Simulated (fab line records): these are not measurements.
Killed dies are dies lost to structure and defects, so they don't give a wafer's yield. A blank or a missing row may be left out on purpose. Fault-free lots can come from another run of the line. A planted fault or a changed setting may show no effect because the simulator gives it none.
fab line records    flow sky130    part 1 of 2: steps 1 to 25 of 38
record: lots: 5  wafers: 15  lastDay: 50
route steps=708 shown CONTACT@429 METAL1@434 VIA1@458
lots with no fault: from the same line, run without faults
startH: the number of hours between the record's first day and the start of the first shown wafer of the lot    waitH: hours from the lot's prior step to this one    " as in the row above    L1.1+2: a row that stands for several wafers    - no value present, or no start provided    * or withheld: withheld    < > ~ a bound
route shown NAME@n: names a module that has steps shown in the file, with the first one's number in the route    usual: mean and standard deviation over wafers with no fault    same: alike in all rows    chamber/n: place in a boat    sites: per-site readings    _std_site: the values' standard deviation    _edge_site: inner sites' mean taken away from outer sites' mean    radiusMm: for every site, how far away it sits from the centre of the wafer    mask NAME#n: copy n    behind: the last tool/chamber to shape the wafer    hold: why the lot was held/for how many hours/how that ended    device: whichever transistor did not switch (one of n, p or np)    end of line: tests run on the same wafers once the route is complete    a step given without rows: its recipe and nothing more    killed: the dies lost at the first sort to structure and to defects; this is not the yield of the wafer    map: a wafer's dies, x killed, . not, _ none there
set.NAME: setting as actually run; set.NAME@STEP: the setting as run at that earlier step    model.NAME: the simulator's own value behind a step, which no gauge read
a table for each step, a row for each wafer; lots at some steps of the route
services: from which hour (startH, from the record's first day; less than 0 if before it) a tool's chamber was out of use, for how many hours, and why
== steps ==
step: SKY_CONTACT_SPUTTER_23
recipe: material: TiN  targetThkNm: 20  chamberPressurePa: 5  powerW: 4000  timeS: 80
usual: chamberPressurePa: 4.999/0.01  throttleValvePct: 30.5/0.78
lot.wafer  tool           chamber  startH  waitH  chamberPressurePa  throttleValvePct
L076.1     pvdSputter-02  -        744.85  0.0    5.021              31.6
L076.3     "              -        "       "      5.001              30.2
L076.6     "              -        "       "      5.011              30.6
L084.1     pvdSputter-02  -        814.89  0.0    4.994              32.0
L084.2     "              -        "       "      5.000              29.7
L084.3     "              -        "       "      5.001              30.3
L088.2     pvdSputter-01  -        845.75  0.0    4.998              31.8
L088.3     "              -        "       "      5.017              28.7
L088.4     "              -        "       "      4.997              31.4
L094.1     pvdSputter-02  -        889.90  0.0    5.013              31.5
L094.4     "              -        "       "      4.983              29.8
L094.6     "              -        "       "      5.021              30.6
L097.1     pvdSputter-02  -        909.42  0.0    5.012              30.4
L097.4     "              -        "       "      5.008              30.5
L097.5     "              -        "       "      4.992              29.7
step: SKY_CONTACT_CVD_24
recipe: material: W  targetThkNm: 340  timeS: 102.12  tempC: 400  pressureTorr: 40
usual: heaterPowerW: 951/62
lot.wafer  tool     chamber  startH  waitH  heaterPowerW
L076.1     cvdW-01  0        744.91  0.0    944
L076.3     "        1        "       "      981
L076.6     "        0        "       "      954
L084.1     cvdW-02  0        815.02  0.1    1000
L084.2     "        1        "       "      861
L084.3     "        1        "       "      846
L088.2     cvdW-02  1        845.81  0.0    847
L088.3     "        1        "       "      848
L088.4     "        0        "       "      1018
L094.1     cvdW-02  0        889.96  0.0    1037
L094.4     "        0        "       "      1009
L094.6     "        0        "       "      1006
L097.1     cvdW-02  1        909.48  0.0    862
L097.4     "        1        "       "      869
L097.5     "        0        "       "      1018
step: SKY_CONTACT_RS_MEAS_25
recipe: thkMeasGauge: four-point-probe  reads: W_of_CONTACT_CVD_24+TiN_of_CONTACT_SPUTTER_23
usual: CONTACT_W_RS: 0.340/0.0033
lot.wafer  tool          chamber  startH  waitH  CONTACT_W_RS[ohm/sq]
L076.1     filmMetro-02  -        745.02  0.1    0.344
L076.3     "             -        "       "      0.341
L076.6     "             -        "       "      0.343
L084.1     filmMetro-01  -        815.13  0.1    0.344
L084.2     "             -        "       "      0.341
L084.3     "             -        "       "      0.341
L088.2     filmMetro-01  -        845.94  0.1    0.336
L088.3     "             -        "       "      0.340
L088.4     "             -        "       "      0.339
L094.1     filmMetro-02  -        890.07  0.1    0.340
L094.4     "             -        "       "      0.340
L094.6     "             -        "       "      0.342
L097.1     filmMetro-01  -        909.59  0.1    0.341
L097.4     "             -        "       "      0.340
L097.5     "             -        "       "      0.342
step: SKY_CONTACT_THK_MEAS_26
recipe: thkMeasGauge: xrf  reads: W_of_CONTACT_CVD_24
usual: CONTACT_W_THK: 346/4.4
lot.wafer  tool          chamber  startH  waitH  CONTACT_W_THK[nm]
L076.1     filmMetro-02  -        745.14  0.1    343
L076.3     "             -        "       "      348
L076.6     "             -        "       "      342
L084.1     filmMetro-01  -        815.25  0.1    344
L084.2     "             -        "       "      345
L084.3     "             -        "       "      345
L088.2     filmMetro-01  -        846.05  0.1    355
L088.3     "             -        "       "      349
L088.4     "             -        "       "      350
L094.1     filmMetro-02  -        890.19  0.1    344
L094.4     "             -        "       "      345
L094.6     "             -        "       "      345
L097.1     filmMetro-01  -        909.71  0.1    347
L097.4     "             -        "       "      345
L097.5     "             -        "       "      344
step: SKY_CONTACT_CMP_27
recipe: stopOn: SiO2  tOverpolishS: 15  downForcePsi: 3.5  platenRpm: 60  targetThkNm: 0  padVelocityMS: 0.94248
usual: motorCurrentA: 10.7/1.4  overpolishRunS: 14.999/0.0086  timeToEndpointS: 82/3.3
lot.wafer  tool    chamber  startH  waitH  motorCurrentA  overpolishRunS  timeToEndpointS
L076.3     cmp-01  1        745.30  0.1    13.3           14.996          80
L076.1     "       2        "       "      11.0           14.994          82
L076.6     "       0        "       "      9.2            15.004          80
L084.3     cmp-01  0        815.31  0.0    8.8            15.001          84
L084.2     "       1        "       "      13.4           15.006          87
L084.1     "       3        "       "      10.6           15.005          84
L088.3     cmp-02  2        846.10  0.0    11.2           14.994          77
L088.4     "       3        "       "      11.1           14.989          81
L088.2     "       0        "       "      11.6           15.015          78
L094.1     cmp-01  0        890.30  0.1    9.4            15.009          85
L094.4     "       2        "       "      11.6           15.003          86
L094.6     "       3        "       "      10.2           14.991          87
L097.1     cmp-01  0        909.82  0.1    9.1            15.005          79
L097.4     "       1        "       "      12.9           14.998          86
L097.5     "       3        "       "      10.0           15.012          82
step: SKY_METAL1_SPUTTER_00
recipe: material: Ti  targetThkNm: 15  powerW: 3000  timeS: 10  chamberPressurePa: 0.4
usual: chamberPressurePa: 0.4002/0.00084  throttleValvePct: 30.5/0.93
lot.wafer  tool           chamber  startH  waitH  chamberPressurePa  throttleValvePct
L076.1     pvdSputter-03  -        745.50  0.1    0.4004             31.4
L076.3     "              -        "       "      0.4016             31.0
L076.6     "              -        "       "      0.3997             29.5
L084.1     pvdSputter-04  -        815.61  0.1    0.4008             32.7
L084.2     "              -        "       "      0.3996             28.7
L084.3     "              -        "       "      0.4007             31.1
L088.2     pvdSputter-03  -        846.40  0.1    0.3980             29.3
L088.3     "              -        "       "      0.4000             31.0
L088.4     "              -        "       "      0.4004             30.3
L094.1     pvdSputter-04  -        890.55  0.2    0.4006             32.7
L094.4     "              -        "       "      0.4006             30.8
L094.6     "              -        "       "      0.4022             31.2
L097.1     pvdSputter-04  -        910.07  0.2    0.3996             29.6
L097.4     "              -        "       "      0.4005             32.7
L097.5     "              -        "       "      0.3999             32.6
step: SKY_METAL1_SPUTTER_01
recipe: material: TiN  targetThkNm: 20  powerW: 6500  timeS: 16.7  chamberPressurePa: 0.4
usual: chamberPressurePa: 0.4000/0.00074  throttleValvePct: 30.5/0.92
lot.wafer  tool           chamber  startH  waitH  chamberPressurePa  throttleValvePct
L076.1     pvdSputter-03  -        745.53  0.0    0.3999             31.0
L076.3     "              -        "       "      0.3998             30.8
L076.6     "              -        "       "      0.4007             29.8
L084.1     pvdSputter-04  -        815.63  0.0    0.4006             32.6
L084.2     "              -        "       "      0.3997             28.9
L084.3     "              -        "       "      0.4002             30.9
L088.2     pvdSputter-03  -        846.42  0.0    0.3992             29.5
L088.3     "              -        "       "      0.4003             30.8
L088.4     "              -        "       "      0.3986             30.0
L094.1     pvdSputter-04  -        890.57  0.0    0.3992             32.6
L094.4     "              -        "       "      0.3996             30.9
L094.6     "              -        "       "      0.4009             31.3
L097.1     pvdSputter-04  -        910.09  0.0    0.3998             29.8
L097.4     "              -        "       "      0.3998             32.4
L097.5     "              -        "       "      0.4012             32.5
step: SKY_METAL1_SPUTTER_02
recipe: material: AlCu  targetThkNm: 250  powerW: 10600  timeS: 13.3  chamberPressurePa: 0.4
usual: chamberPressurePa: 0.4000/0.00081  throttleValvePct: 30.5/0.93
lot.wafer  tool           chamber  startH  waitH  chamberPressurePa  throttleValvePct
L076.1     pvdSputter-03  -        745.55  0.0    0.4007             30.9
L076.3     "              -        "       "      0.4002             30.9
L076.6     "              -        "       "      0.3989             29.8
L084.1     pvdSputter-04  -        815.65  0.0    0.3992             32.4
L084.2     "              -        "       "      0.4004             29.0
L084.3     "              -        "       "      0.3995             31.1
L088.2     pvdSputter-03  -        846.44  0.0    0.4001             29.4
L088.3     "              -        "       "      0.4008             30.9
L088.4     "              -        "       "      0.4007             29.9
L094.1     pvdSputter-04  -        890.59  0.0    0.4003             32.6
L094.4     "              -        "       "      0.3993             31.4
L094.6     "              -        "       "      0.3994             31.0
L097.1     pvdSputter-04  -        910.12  0.0    0.4009             29.8
L097.4     "              -        "       "      0.3990             32.4
L097.5     "              -        "       "      0.3973             32.8
step: SKY_METAL1_SPUTTER_03
recipe: material: Ti  targetThkNm: 5  powerW: 3000  timeS: 3.3  chamberPressurePa: 0.4
usual: chamberPressurePa: 0.4001/0.0008  throttleValvePct: 30.5/0.92
lot.wafer  tool           chamber  startH  waitH  chamberPressurePa  throttleValvePct
L076.1     pvdSputter-03  -        745.58  0.0    0.3990             31.3
L076.3     "              -        "       "      0.4009             31.2
L076.6     "              -        "       "      0.3999             29.6
L084.1     pvdSputter-04  -        815.68  0.0    0.4001             32.9
L084.2     "              -        "       "      0.3999             29.1
L084.3     "              -        "       "      0.4006             30.9
L088.2     pvdSputter-03  -        846.47  0.0    0.3993             29.7
L088.3     "              -        "       "      0.3995             30.7
L088.4     "              -        "       "      0.3988             30.1
L094.1     pvdSputter-04  -        890.62  0.0    0.4000             32.3
L094.4     "              -        "       "      0.4001             31.0
L094.6     "              -        "       "      0.3999             31.2
L097.1     pvdSputter-04  -        910.14  0.0    0.3991             29.8
L097.4     "              -        "       "      0.3997             32.5
L097.5     "              -        "       "      0.4006             32.4
step: SKY_METAL1_SPUTTER_04
recipe: material: TiN  targetThkNm: 70  powerW: 6500  timeS: 58.3  chamberPressurePa: 0.4
usual: chamberPressurePa: 0.4000/0.00078  throttleValvePct: 30.5/0.9
lot.wafer  tool           chamber  startH  waitH  chamberPressurePa  throttleValvePct
L076.1     pvdSputter-03  -        745.59  0.0    0.4000             31.4
L076.3     "              -        "       "      0.4021             30.8
L076.6     "              -        "       "      0.3998             29.7
L084.1     pvdSputter-04  -        815.70  0.0    0.4004             32.6
L084.2     "              -        "       "      0.3993             29.1
L084.3     "              -        "       "      0.3997             31.1
L088.2     pvdSputter-03  -        846.49  0.0    0.4005             29.5
L088.3     "              -        "       "      0.4001             30.8
L088.4     "              -        "       "      0.4003             30.0
L094.1     pvdSputter-04  -        890.64  0.0    0.3997             32.8
L094.4     "              -        "       "      0.4002             31.0
L094.6     "              -        "       "      0.4002             31.2
L097.1     pvdSputter-04  -        910.16  0.0    0.3999             29.7
L097.4     "              -        "       "      0.4011             32.5
L097.5     "              -        "       "      0.4005             32.5
step: SKY_METAL1_RS_MEAS_05
recipe: thkMeasGauge: four-point-probe  reads: TiN_of_METAL1_SPUTTER_04+Ti_of_METAL1_SPUTTER_03+AlCu_of_METAL1_SPUTTER_02+TiN_of_METAL1_SPUTTER_01+Ti_of_METAL1_SPUTTER_00
usual: METAL1_ALCU_RS: 0.1264/0.0016
lot.wafer  tool          chamber  startH  waitH  METAL1_ALCU_RS[ohm/sq]
L076.1     filmMetro-02  -        745.64  0.0    0.1241
L076.3     "             -        "       "      0.1239
L076.6     "             -        "       "      0.1257
L084.1     filmMetro-03  -        815.75  0.0    0.1273
L084.2     "             -        "       "      0.1265
L084.3     "             -        "       "      0.1281
L088.2     filmMetro-02  -        846.56  0.0    0.1250
L088.3     "             -        "       "      0.1238
L088.4     "             -        "       "      0.1240
L094.1     filmMetro-02  -        890.69  0.0    0.1248
L094.4     "             -        "       "      0.1254
L094.6     "             -        "       "      0.1258
L097.1     filmMetro-02  -        910.21  0.0    0.1260
L097.4     "             -        "       "      0.1271
L097.5     "             -        "       "      0.1262
step: SKY_METAL1_THK_MEAS_06
recipe: thkMeasGauge: xrf  reads: AlCu_of_METAL1_SPUTTER_02
usual: METAL1_ALCU_THK: 247.0/2.8
lot.wafer  tool          chamber  startH  waitH  METAL1_ALCU_THK[nm]
L076.1     filmMetro-02  -        745.76  0.1    250.3
L076.3     "             -        "       "      248.1
L076.6     "             -        "       "      245.7
L084.1     filmMetro-03  -        815.87  0.1    245.8
L084.2     "             -        "       "      249.1
L084.3     "             -        "       "      245.7
L088.2     filmMetro-02  -        846.67  0.1    248.2
L088.3     "             -        "       "      249.6
L088.4     "             -        "       "      250.0
L094.1     filmMetro-02  -        890.81  0.1    250.1
L094.4     "             -        "       "      247.4
L094.6     "             -        "       "      247.0
L097.1     filmMetro-02  -        910.33  0.1    247.6
L097.4     "             -        "       "      244.1
L097.5     "             -        "       "      246.8
step: SKY_METAL1_DEHYDRATE_07
recipe: tempC: 200  timeS: 60
usual: heaterPowerTotalW: 160.40/0.12
lot.wafer  tool           chamber  startH  waitH  heaterPowerTotalW
L076.1     lithoTrack-03  0        758.31  12.5   160.63
L076.3     "              0        "       "      160.40
L076.6     "              0        "       "      160.52
L084.1     lithoTrack-02  0        827.83  12.0   160.31
L084.2     "              0        "       "      160.47
L084.3     "              0        "       "      160.41
L088.2     lithoTrack-02  0        858.96  12.3   160.37
L088.3     "              0        "       "      160.36
L088.4     "              0        "       "      160.28
L094.1     lithoTrack-04  0        902.85  12.0   160.29
L094.4     "              0        "       "      160.36
L094.6     "              0        "       "      160.18
L097.1     lithoTrack-04  0        921.75  11.4   160.47
L097.4     "              0        "       "      160.18
L097.5     "              0        "       "      160.28
step: SKY_METAL1_HMDS_08
recipe: primeTimeS: 60  primeTempC: 120
lot.wafer   tool           chamber  startH  waitH
L076.1+3+6  lithoTrack-03  0        758.46  0.1
L084.1+2+3  lithoTrack-02  0        827.98  0.1
L088.2+3+4  lithoTrack-02  0        859.11  0.1
L094.1+4+6  lithoTrack-04  0        903.00  0.1
L097.1+4+5  lithoTrack-04  0        921.90  0.1
step: SKY_METAL1_COAT_09
recipe: resist: BARC  tempC: withheld  timeS: withheld  spinRpm: 3000  resistThkNm: 60
lot.wafer   tool           chamber  startH  waitH
L076.1+3+6  lithoTrack-03  0        758.61  0.1
L084.1+2+3  lithoTrack-02  0        828.13  0.1
L088.2+3+4  lithoTrack-02  0        859.26  0.1
L094.1+4+6  lithoTrack-04  0        903.15  0.1
L097.1+4+5  lithoTrack-04  0        922.05  0.1
step: SKY_METAL1_COAT_10
recipe: resist: KrF-thick  spinRpm: 3000  resistThkNm: 450
lot.wafer   tool           chamber  startH  waitH
L076.1+3+6  lithoTrack-03  0        -       -
L084.1+2+3  lithoTrack-02  0        -       -
L088.2+3+4  lithoTrack-02  0        -       -
L094.1+4+6  lithoTrack-04  0        -       -
L097.1+4+5  lithoTrack-04  0        -       -
step: SKY_METAL1_SOFTBAKE_11
recipe: tempC: 100  timeS: 90  resist: KrF-thick
usual: heaterPowerTotalW: 57.36/0.12
lot.wafer  tool           chamber  startH  waitH  heaterPowerTotalW
L076.1     lithoTrack-03  0        -       -      57.47
L076.3     "              0        "       "      57.27
L076.6     "              0        "       "      57.53
L084.1     lithoTrack-02  0        -       -      57.29
L084.2     "              0        "       "      57.33
L084.3     "              0        "       "      57.35
L088.2     lithoTrack-02  0        -       -      57.26
L088.3     "              0        "       "      57.25
L088.4     "              0        "       "      57.24
L094.1     lithoTrack-04  0        -       -      57.39
L094.4     "              0        "       "      57.52
L094.6     "              0        "       "      57.28
L097.1     lithoTrack-04  0        -       -      57.36
L097.4     "              0        "       "      57.48
L097.5     "              0        "       "      57.50
step: SKY_METAL1_EXPOSE_12
recipe: maskId: MM1  na: 0.8  sourceShape: annular  sigmaInner: 0.55  sigmaOuter: 0.85  targetCdNm: 140  doseMj: 28
same: sigmaOuter: 0.85
lot.wafer   tool           chamber  startH  waitH  mask
L076.1+3+6  krfScanner-02  0        -       -      MM1#0
L084.1+2+3  krfScanner-02  0        -       -      MM1#0
L088.2+3+4  krfScanner-02  0        -       -      MM1#0
L094.1+4+6  krfScanner-02  0        -       -      MM1#0
L097.1+4+5  krfScanner-02  0        -       -      MM1#0
step: SKY_METAL1_PEB_13
recipe: pebTempC: withheld  pebTimeS: withheld  resist: KrF-thick
lot.wafer   tool           chamber  startH  waitH
L076.1+3+6  lithoTrack-04  0        -       -
L084.1+2+3  lithoTrack-04  0        -       -
L088.2+3+4  lithoTrack-02  0        -       -
L094.1+4+6  lithoTrack-03  0        -       -
L097.1+4+5  lithoTrack-03  0        -       -
step: SKY_METAL1_DEVELOP_14
recipe: developTimeS: 60  resist: KrF-thick  devTempC: 21
lot.wafer   tool           chamber  startH  waitH
L076.1+3+6  lithoTrack-04  0        -       -
L084.1+2+3  lithoTrack-04  0        -       -
L088.2+3+4  lithoTrack-02  0        -       -
L094.1+4+6  lithoTrack-03  0        -       -
L097.1+4+5  lithoTrack-03  0        -       -
step: SKY_METAL1_CD_MEAS_15
recipe: targetCdNm: 140
usual: cdNm: 139.5/1.5
lot.wafer  tool      chamber  startH  waitH  cdNm
L076.1     cdSem-01  -        771.90  -      137.7
L076.3     "         -        "       "      137.4
L076.6     "         -        "       "      137.2
L084.1     cdSem-01  -        841.70  -      140.0
L084.2     "         -        "       "      140.3
L084.3     "         -        "       "      140.1
L088.2     cdSem-02  -        872.65  -      139.0
L088.3     "         -        "       "      137.0
L088.4     "         -        "       "      139.4
L094.1     cdSem-02  -        916.12  -      138.3
L094.4     "         -        "       "      138.9
L094.6     "         -        "       "      139.0
L097.1     cdSem-02  -        933.52  -      140.2
L097.4     "         -        "       "      138.8
L097.5     "         -        "       "      139.1
step: SKY_METAL1_OVL_MEAS_16
usual: METAL1_OVL: -5/5.1
lot.wafer  tool        chamber  startH  waitH  METAL1_OVL[nm]
L076.1     overlay-01  -        772.02  0.1    -10
L076.3     "           -        "       "      -6
L076.6     "           -        "       "      -8
L084.1     overlay-01  -        841.82  0.1    -1
L084.2     "           -        "       "      -2
L084.3     "           -        "       "      -2
L088.2     overlay-01  -        872.76  0.1    -2
L088.3     "           -        "       "      -2
L088.4     "           -        "       "      -10
L094.1     overlay-01  -        916.24  0.1    0
L094.4     "           -        "       "      2
L094.6     "           -        "       "      -2
L097.1     overlay-01  -        933.64  0.1    -8
L097.4     "           -        "       "      -1
L097.5     "           -        "       "      1
step: SKY_METAL1_DESCUM_17
recipe: chemistry: O2  sourcePowerW: 150  biasPowerW: 0  pressureMtorr: 10  tempC: 40  timeS: 8
usual: drypumpMotorCurrentA: 5.9/0.41  oesProductAu: 1.001/0.0098
lot.wafer  tool         chamber  startH  waitH  drypumpMotorCurrentA  oesProductAu  rfHoursCounterH
L076.1     rieMetal-02  1        772.06  0.0    5.8                   1.019         5
L076.3     "            1        "       "      5.9                   1.010         -
L076.6     "            0        "       "      5.4                   1.012         -
L084.1     rieMetal-04  0        841.86  0.0    5.5                   1.019         3
L084.2     "            0        "       "      5.5                   1.010         -
L084.3     "            0        "       "      5.5                   1.019         -
L088.2     rieMetal-02  0        872.79  0.0    5.5                   0.983         1
L088.3     "            1        "       "      5.8                   1.022         -
L088.4     "            0        "       "      5.5                   0.992         -
L094.1     rieMetal-03  0        916.27  0.0    6.4                   0.985         15
L094.4     "            0        "       "      6.4                   0.989         -
L094.6     "            0        "       "      6.4                   0.994         -
L097.1     rieMetal-03  0        933.67  0.0    6.4                   0.997         16
L097.4     "            0        "       "      6.4                   0.994         -
L097.5     "            0        "       "      6.4                   1.001         -
step: SKY_METAL1_ETCH_18
recipe: chemistry: N2/H2  target: BARC  ionEnergyEv: 200  biasW: 100  pressureMtorr: 30  n2FlowSccm: 100  h2FlowSccm: 200  icpW: 500  stopOn: SiO2  timeS: 45.9  targetDepthA: 600
usual: drypumpMotorCurrentA: 5.9/0.4  oesProductAu: 0.855/0.005  throttleValvePct: 13.225/0.0082
lot.wafer  tool         chamber  startH  waitH  drypumpMotorCurrentA  oesProductAu  rfHoursCounterH  throttleValvePct
L076.1     rieMetal-02  1        772.09  0.0    5.8                   0.857         5                13.217
L076.3     "            1        "       "      5.8                   0.854         -                13.230
L076.6     "            0        "       "      5.5                   0.859         -                13.217
L084.1     rieMetal-04  0        841.92  0.1    5.5                   0.849         3                13.213
L084.2     "            0        "       "      5.5                   0.859         -                13.217
L084.3     "            0        "       "      5.5                   0.850         -                13.214
L088.2     rieMetal-02  0        872.82  0.0    5.4                   0.859         1                13.234
L088.3     "            1        "       "      5.8                   0.852         -                13.216
L088.4     "            0        "       "      5.5                   0.856         -                13.214
L094.1     rieMetal-03  0        916.33  0.1    6.4                   0.857         15               13.221
L094.4     "            0        "       "      6.4                   0.858         -                13.233
L094.6     "            0        "       "      6.4                   0.846         -                13.227
L097.1     rieMetal-03  0        933.73  0.1    6.3                   0.861         16               13.223
L097.4     "            0        "       "      6.4                   0.850         -                13.226
L097.5     "            0        "       "      6.3                   0.855         -                13.226
step: SKY_METAL1_METAL_ETCH_19
recipe: targetDepthA: 3600  stopOn: SiO2  overEtchFrac: 0.3  timeS: 78  chemistry: Cl2/BCl3  resistSidewallDeg: 88  pressureMtorr: 10  icpW: 900  biasW: 48.5  Cl2_flow_sccm: 60  bcl3FlowSccm: 30
usual: drypumpMotorCurrentA: 5.9/0.4  oesProductAu: 0.855/0.0068  throttleValvePct: 22.264/0.0089
lot.wafer  tool         chamber  startH  waitH  drypumpMotorCurrentA  oesProductAu  rfHoursCounterH  throttleValvePct
L076.1     rieMetal-02  1        772.15  0.0    5.8                   0.868         6                22.252
L076.3     "            1        "       "      5.8                   0.857         -                22.258
L076.6     "            0        "       "      5.5                   0.855         -                22.267
L084.1     rieMetal-04  0        842.05  0.1    5.5                   0.860         3                22.276
L084.2     "            0        "       "      5.5                   0.856         -                22.254
L084.3     "            0        "       "      5.5                   0.850         -                22.253
L088.2     rieMetal-02  0        872.88  0.0    5.5                   0.859         1                22.270
L088.3     "            1        "       "      5.8                   0.864         -                22.266
L088.4     "            0        "       "      5.5                   0.859         -                22.269
L094.1     rieMetal-03  0        916.46  0.1    6.4                   0.856         15               22.259
L094.4     "            0        "       "      6.4                   0.860         -                22.264
L094.6     "            0        "       "      6.4                   0.854         -                22.265
L097.1     rieMetal-03  0        933.86  0.1    6.4                   0.851         16               22.278
L097.4     "            0        "       "      6.4                   0.844         -                22.256
L097.5     "            0        "       "      6.4                   0.850         -                22.266
